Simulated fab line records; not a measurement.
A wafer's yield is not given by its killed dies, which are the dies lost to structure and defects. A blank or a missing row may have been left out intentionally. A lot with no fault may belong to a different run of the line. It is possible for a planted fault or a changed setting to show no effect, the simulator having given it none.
8D (eight disciplines) problem report, filled in by code :: flow sky130 :: the parts of the form that need people (team, actions taken, sign-off) are left out

== 1. THE ISSUE ==
SONOS_ONO_CVD_02_THK at SKY_SONOS_ONO_THK_MEAS_03 reads a mean of 11.62 nm on 3 wafers of 1 lot; wafers without a fault read 10.48 nm with a standard deviation of 0.14. That puts it +8.2 standard deviations away from the usual mean.
First observed at day 16 21:58: wafer L978.1, on film_metro-01. The record has a number at this step for 33 wafers belonging to 11 lots. Rule for "out", or "out of limits": more than 4 standard deviations from the usual mean. All remaining wafers that have a number are taken as sound.

== 2. WHAT IT IS, WHAT IT ISN'T ==
question: which readings at this step
is: SONOS_ONO_CVD_02_THK
is not: -

question: which lots
is: L978
is not: L963, L964, L965, L966, L967, L968, L969, L970, L971, L972

question: which wafers of those lots
is: all that have a number
is not: -

question: read on which gauges
is: film_metro-01
is not: film_metro-03, film_metro-04

question: when
is: from day 16 21:58
is not: up to then (30 sound wafers)

== 3. WHAT RULES OUT EACH SUSPECT ==
Counting: any tool at a process step up to the reading is kept as a suspect provided that every lot that is out went through it and no sound lot did after the first of them.
- the gauge at SKY_SONOS_ONO_THK_MEAS_03: kept. All the wafers that are out were read on film_metro-01, and no step on other tools shows them out.
- lpcvd-02 at SKY_SONOS_ONO_CVD_02 (deposits Si3N4 from DCS/NH3, target thk 10.5 nm, time 180 s): kept. It ran the lot that is out, L978 (day 16 20:55), and no sound lot after that; its last sound lot up to then is L971 (day 14 12:17).
After counting, lpcvd-02 at SKY_SONOS_ONO_CVD_02 and film_metro-01 at SKY_SONOS_ONO_THK_MEAS_03 remain.

== 4. THE CAUSE (what the simulator had put in) ==
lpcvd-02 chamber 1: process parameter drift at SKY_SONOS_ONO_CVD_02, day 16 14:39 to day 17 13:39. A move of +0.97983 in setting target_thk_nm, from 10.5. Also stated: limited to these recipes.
This tool is one of the 2 suspects left after counting.

== 5. THE EFFECT CHAIN, in route order ==
One row per reading whose mean, taken over the struck wafers that have a number, lies over 3 standard deviations from the usual. Only readings for which the record gives a usual standard deviation are gone through. hours: the time from each lot's start at the first step in this table that gives one to its start at this step, as a median over the lots. sigmas: the change in usual standard deviations.
hours: 0
step: SKY_SONOS_ONO_THK_MEAS_03
reading: SONOS_ONO_CVD_02_THK
usual: 10.48 nm
on struck wafers: 11.62
change: +1.14
sigmas: +8.2

== 6. HOW IT WOULD HAVE BEEN CAUGHT EARLIER ==
The first out-of-limits reading at a measuring or inspecting step in this record came at day 16 21:58, 7 hours after the fault's start at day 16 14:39.
Each of the lots that are out, 1 in all, had begun SKY_SONOS_ONO_CVD_02 on lpcvd-02 no later than day 16 21:58. A hold on the tool at that time would have spared none of them.
